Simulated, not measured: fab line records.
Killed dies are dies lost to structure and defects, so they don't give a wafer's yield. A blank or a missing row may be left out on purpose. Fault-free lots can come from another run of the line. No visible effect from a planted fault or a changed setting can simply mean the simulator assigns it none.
Which of the tools did it? ; flow sky130 ; 24 lots, 72 wafers sampled, at 6 steps of a route of 708

## WHAT THE GAUGES READ, wafer by wafer
The record holds no reading of a measuring or inspecting step that can be judged against a usual standard deviation.

## WHAT TOOL EACH LOT RAN ON (gives the tool, then ch and the chambers of the sampled wafers, and finally the start)
lot;SKY_METAL3_SPUTTER_01;SKY_VIA3_STRIP_16;SKY_VIA3_SPUTTER_20;SKY_METAL4_SPUTTER_01;SKY_METAL4_SPUTTER_02;SKY_VIA4_SPUTTER_17
L074;pvdSputter-01, day 36 07:07;plasmaAsher-04 ch 0,1, day 39 13:41;pvdSputter-03, day 39 14:16;pvdSputter-03, day 39 15:07;pvdSputter-03, day 39 15:08;pvdSputter-04, day 42 18:17
L075;pvdSputter-02, day 36 11:37;plasmaAsher-02 ch 0,1, day 39 16:35;pvdSputter-03, day 39 17:10;pvdSputter-04, day 39 17:51;pvdSputter-04, day 39 17:53;pvdSputter-04, day 42 21:22
L076;pvdSputter-01, day 36 21:29;plasmaAsher-02 ch 0,1, day 40 07:10;pvdSputter-03, day 40 07:46;pvdSputter-04, day 40 08:28;pvdSputter-04, day 40 08:29;pvdSputter-04, day 43 10:23
L077;pvdSputter-01, day 37 13:47;plasmaAsher-04 ch 0,1, day 40 17:05;pvdSputter-03, day 40 17:44;pvdSputter-03, day 40 18:25;pvdSputter-03, day 40 18:26;pvdSputter-01, day 43 20:11
L078;pvdSputter-04, day 37 19:33;plasmaAsher-04 ch 0,1, day 41 00:05;pvdSputter-03, day 41 00:44;pvdSputter-02, day 41 01:26;pvdSputter-02, day 41 01:27;pvdSputter-01, day 44 01:02
L079;pvdSputter-04, day 38 03:01;plasmaAsher-04 ch 0,1, day 41 06:23;pvdSputter-01, day 41 06:58;pvdSputter-02, day 41 07:56;pvdSputter-02, day 41 07:57;pvdSputter-03, day 44 07:46
L080;pvdSputter-02, day 38 13:19;plasmaAsher-04 ch 0,1, day 41 17:43;pvdSputter-03, day 41 18:19;pvdSputter-02, day 41 19:36;pvdSputter-02, day 41 19:38;pvdSputter-03, day 44 19:08
L081;pvdSputter-02, day 38 18:34;plasmaAsher-03 ch 0,1, day 41 22:20;pvdSputter-01, day 41 22:55;pvdSputter-04, day 41 23:36;pvdSputter-04, day 41 23:38;pvdSputter-01, day 44 22:22
L082;pvdSputter-04, day 39 05:16;plasmaAsher-03 ch 0,1, day 42 07:20;pvdSputter-02, day 42 07:58;pvdSputter-04, day 42 08:39;pvdSputter-04, day 42 08:41;pvdSputter-04, day 45 06:47
L083;pvdSputter-04, day 39 06:46;plasmaAsher-04 ch 0,1, day 42 10:40;pvdSputter-01, day 42 11:13;pvdSputter-03, day 42 11:54;pvdSputter-03, day 42 11:56;pvdSputter-03, day 45 10:14
L084;pvdSputter-02, day 39 14:13;plasmaAsher-03 ch 0,1, day 42 16:23;pvdSputter-03, day 42 16:59;pvdSputter-02, day 42 17:40;pvdSputter-02, day 42 17:41;pvdSputter-01, day 45 16:16
L086;pvdSputter-01, day 40 02:14;plasmaAsher-03 ch 0,1, day 43 03:56;pvdSputter-02, day 43 04:34;pvdSputter-04, day 43 05:14;pvdSputter-04, day 43 05:16;pvdSputter-03, day 46 01:53
L085;pvdSputter-02, day 40 06:04;plasmaAsher-04 ch 0,1, day 43 07:52;pvdSputter-03, day 43 08:29;pvdSputter-04, day 43 09:11;pvdSputter-04, day 43 09:12;pvdSputter-01, day 46 04:28
L087;pvdSputter-02, day 40 09:20;plasmaAsher-03 ch 0,1, day 43 11:05;pvdSputter-02, day 43 11:43;pvdSputter-03, day 43 12:24;pvdSputter-03, day 43 12:26;pvdSputter-04, day 46 08:35
L088;pvdSputter-04, day 40 14:50;plasmaAsher-03 ch 0,1, day 43 15:52;pvdSputter-01, day 43 16:28;pvdSputter-04, day 43 17:08;pvdSputter-04, day 43 17:10;pvdSputter-03, day 46 12:49
L089;pvdSputter-01, day 40 22:13;plasmaAsher-04 ch 0,1, day 43 22:41;pvdSputter-01, day 43 23:19;pvdSputter-04, day 44 00:00;pvdSputter-04, day 44 00:02;pvdSputter-01, day 46 19:41
L090;pvdSputter-02, day 40 23:54;plasmaAsher-03 ch 0,1, day 44 00:11;pvdSputter-03, day 44 00:53;pvdSputter-04, day 44 01:34;pvdSputter-04, day 44 01:35;pvdSputter-04, day 46 20:50
L091;pvdSputter-02, day 41 14:56;plasmaAsher-02 ch 0,1, day 44 13:46;pvdSputter-01, day 44 14:19;pvdSputter-04, day 44 15:00;pvdSputter-04, day 44 15:02;pvdSputter-03, day 47 08:53
L092;pvdSputter-04, day 41 17:42;plasmaAsher-04 ch 0,1, day 44 17:05;pvdSputter-03, day 44 17:44;pvdSputter-04, day 44 18:25;pvdSputter-04, day 44 18:27;pvdSputter-01, day 47 11:34
L093;pvdSputter-01, day 42 03:23;plasmaAsher-03 ch 0,1, day 45 02:05;pvdSputter-02, day 45 02:40;pvdSputter-04, day 45 03:22;pvdSputter-04, day 45 03:23;pvdSputter-01, day 47 19:05
L094;pvdSputter-02, day 42 11:05;plasmaAsher-03 ch 0,1, day 45 08:44;pvdSputter-01, day 45 09:22;pvdSputter-04, day 45 10:12;pvdSputter-04, day 45 10:14;pvdSputter-04, day 48 01:50
L095;pvdSputter-04, day 42 12:35;plasmaAsher-03 ch 0,1, day 45 10:10;pvdSputter-03, day 45 10:43;pvdSputter-03, day 45 11:51;pvdSputter-03, day 45 11:53;pvdSputter-04, day 48 02:46
L096;pvdSputter-02, day 42 21:28;plasmaAsher-02 ch 0,1, day 45 18:20;pvdSputter-02, day 45 18:55;pvdSputter-02, day 45 19:44;pvdSputter-02, day 45 19:46;pvdSputter-03, day 48 11:23
L097;pvdSputter-02, day 43 00:55;plasmaAsher-02 ch 0,1, day 45 23:23;pvdSputter-02, day 45 23:59;pvdSputter-04, day 46 00:40;pvdSputter-04, day 46 00:41;pvdSputter-04, day 48 14:43
- SKY_METAL3_SPUTTER_01: material TiN, target thk 20 nm, time 16.7 s.
- SKY_VIA3_STRIP_16: strips in O2/N2.
- SKY_VIA3_SPUTTER_20: material TiN, target thk 20 nm, time 80 s.
- SKY_METAL4_SPUTTER_01: material TiN, target thk 20 nm, time 16.7 s.
- SKY_METAL4_SPUTTER_02: material AlCu, target thk 735 nm, time 39.1 s.
- SKY_VIA4_SPUTTER_17: material TiN, target thk 20 nm, time 80 s.

## AS READ BY THE TOOLS THEMSELVES (means over the sampled wafers that have a number; for cases with no such wafer, the mark the record gives instead)
SKY_METAL3_SPUTTER_01.
lot;tool;throttleValvePct (%)
L074;pvdSputter-01;30.6
L075;pvdSputter-02;30.0
L076;pvdSputter-01;30.4
L077;pvdSputter-01;30.8
L078;pvdSputter-04;30.6
L079;pvdSputter-04;30.6
L080;pvdSputter-02;30.2
L081;pvdSputter-02;29.6
L082;pvdSputter-04;30.3
L083;pvdSputter-04;29.4
L084;pvdSputter-02;28.5
L086;pvdSputter-01;30.8
L085;pvdSputter-02;29.8
L087;pvdSputter-02;30.9
L088;pvdSputter-04;29.4
L089;pvdSputter-01;30.7
L090;pvdSputter-02;29.9
L091;pvdSputter-02;30.9
L092;pvdSputter-04;31.5
L093;pvdSputter-01;30.6
L094;pvdSputter-02;28.5
L095;pvdSputter-04;31.4
L096;pvdSputter-02;29.8
L097;pvdSputter-02;29.8

SKY_VIA3_STRIP_16.
lot;tool;drypumpMotorCurrentA (A);oesProductAu (a.u.);stripTimeToEndpointS (s)
L074;plasmaAsher-04;5.5;0.401;4.164
L075;plasmaAsher-02;6.2;0.407;4.160
L076;plasmaAsher-02;6.2;0.398;4.095
L077;plasmaAsher-04;5.6;0.402;4.136
L078;plasmaAsher-04;5.5;0.400;4.159
L079;plasmaAsher-04;5.6;0.406;4.140
L080;plasmaAsher-04;5.5;0.402;4.150
L081;plasmaAsher-03;6.0;0.403;4.104
L082;plasmaAsher-03;5.7;0.399;4.148
L083;plasmaAsher-04;5.5;0.399;4.146
L084;plasmaAsher-03;6.0;0.401;4.143
L086;plasmaAsher-03;5.7;0.398;4.101
L085;plasmaAsher-04;5.5;0.406;4.162
L087;plasmaAsher-03;5.7;0.406;4.155
L088;plasmaAsher-03;6.0;0.404;4.148
L089;plasmaAsher-04;5.7;0.400;4.133
L090;plasmaAsher-03;6.0;0.402;4.167
L091;plasmaAsher-02;6.0;0.404;4.152
L092;plasmaAsher-04;5.6;0.401;4.112
L093;plasmaAsher-03;5.7;0.405;4.156
L094;plasmaAsher-03;5.7;0.402;4.117
L095;plasmaAsher-03;6.0;0.396;4.117
L096;plasmaAsher-02;6.2;0.398;4.137
L097;plasmaAsher-02;6.2;0.400;4.153

SKY_VIA3_SPUTTER_20.
lot;tool;throttleValvePct (%)
L074;pvdSputter-03;28.9
L075;pvdSputter-03;28.4
L076;pvdSputter-03;30.1
L077;pvdSputter-03;28.7
L078;pvdSputter-03;30.6
L079;pvdSputter-01;30.5
L080;pvdSputter-03;29.9
L081;pvdSputter-01;30.8
L082;pvdSputter-02;29.4
L083;pvdSputter-01;30.5
L084;pvdSputter-03;29.9
L086;pvdSputter-02;29.0
L085;pvdSputter-03;29.3
L087;pvdSputter-02;29.1
L088;pvdSputter-01;30.6
L089;pvdSputter-01;30.7
L090;pvdSputter-03;29.4
L091;pvdSputter-01;30.3
L092;pvdSputter-03;28.3
L093;pvdSputter-02;30.9
L094;pvdSputter-01;30.8
L095;pvdSputter-03;28.3
L096;pvdSputter-02;29.8
L097;pvdSputter-02;29.6

SKY_METAL4_SPUTTER_01.
lot;tool;throttleValvePct (%)
L074;pvdSputter-03;29.8
L075;pvdSputter-04;31.4
L076;pvdSputter-04;30.4
L077;pvdSputter-03;29.5
L078;pvdSputter-02;29.8
L079;pvdSputter-02;29.8
L080;pvdSputter-02;29.4
L081;pvdSputter-04;29.6
L082;pvdSputter-04;30.6
L083;pvdSputter-03;28.9
L084;pvdSputter-02;29.2
L086;pvdSputter-04;30.3
L085;pvdSputter-04;29.6
L087;pvdSputter-03;29.6
L088;pvdSputter-04;31.2
L089;pvdSputter-04;30.7
L090;pvdSputter-04;29.9
L091;pvdSputter-04;31.3
L092;pvdSputter-04;29.5
L093;pvdSputter-04;30.3
L094;pvdSputter-04;30.5
L095;pvdSputter-03;29.0
L096;pvdSputter-02;29.1
L097;pvdSputter-04;30.4

SKY_METAL4_SPUTTER_02.
lot;tool;throttleValvePct (%)
L074;pvdSputter-03;29.7
L075;pvdSputter-04;31.5
L076;pvdSputter-04;30.4
L077;pvdSputter-03;29.6
L078;pvdSputter-02;29.7
L079;pvdSputter-02;30.0
L080;pvdSputter-02;29.4
L081;pvdSputter-04;29.7
L082;pvdSputter-04;30.7
L083;pvdSputter-03;28.8
L084;pvdSputter-02;28.9
L086;pvdSputter-04;30.3
L085;pvdSputter-04;29.7
L087;pvdSputter-03;29.5
L088;pvdSputter-04;31.4
L089;pvdSputter-04;30.7
L090;pvdSputter-04;29.9
L091;pvdSputter-04;31.6
L092;pvdSputter-04;29.5
L093;pvdSputter-04;30.2
L094;pvdSputter-04;30.6
L095;pvdSputter-03;29.1
L096;pvdSputter-02;29.3
L097;pvdSputter-04;30.5

SKY_VIA4_SPUTTER_17.
lot;tool;throttleValvePct (%)
L074;pvdSputter-04;31.3
L075;pvdSputter-04;29.6
L076;pvdSputter-04;29.3
L077;pvdSputter-01;30.7
L078;pvdSputter-01;30.5
L079;pvdSputter-03;28.8
L080;pvdSputter-03;29.3
L081;pvdSputter-01;30.7
L082;pvdSputter-04;29.4
L083;pvdSputter-03;29.7
L084;pvdSputter-01;30.8
L086;pvdSputter-03;28.3
L085;pvdSputter-01;30.8
L087;pvdSputter-04;30.5
L088;pvdSputter-03;29.3
L089;pvdSputter-01;30.7
L090;pvdSputter-04;29.3
L091;pvdSputter-03;30.0
L092;pvdSputter-01;30.5
L093;pvdSputter-01;30.6
L094;pvdSputter-04;29.9
L095;pvdSputter-04;29.5
L096;pvdSputter-03;29.8
L097;pvdSputter-04;29.6

## THE ANSWER, worked out from the rows above alone
Rule: the usual values come from the lots themselves. Put in order of their means at a reading, lots are off if they are a third of the lots or fewer, leave a main group of 4 or more, and stand apart from it by a gap of 3 or more times the standard deviation of the main group's means; of several such gaps the widest counts. Not used: any main group whose means are identical at the precision the tables above print for the reading. Also off: a lot with no number at a reading for which 4 or more lots have one. All remaining lots with rows at the step are treated as sound. The gauges are gone through in route order, then the tools' own readings, and for those a lot's mean is taken as printed above. At the first step where some lot is off, the reading lying furthest off is the one used; lots without a number count as furthest.
Across all readings shown, no lot is off: no conclusion can be drawn from this.

## WHAT HAD BEEN PUT IN BY THE SIMULATOR
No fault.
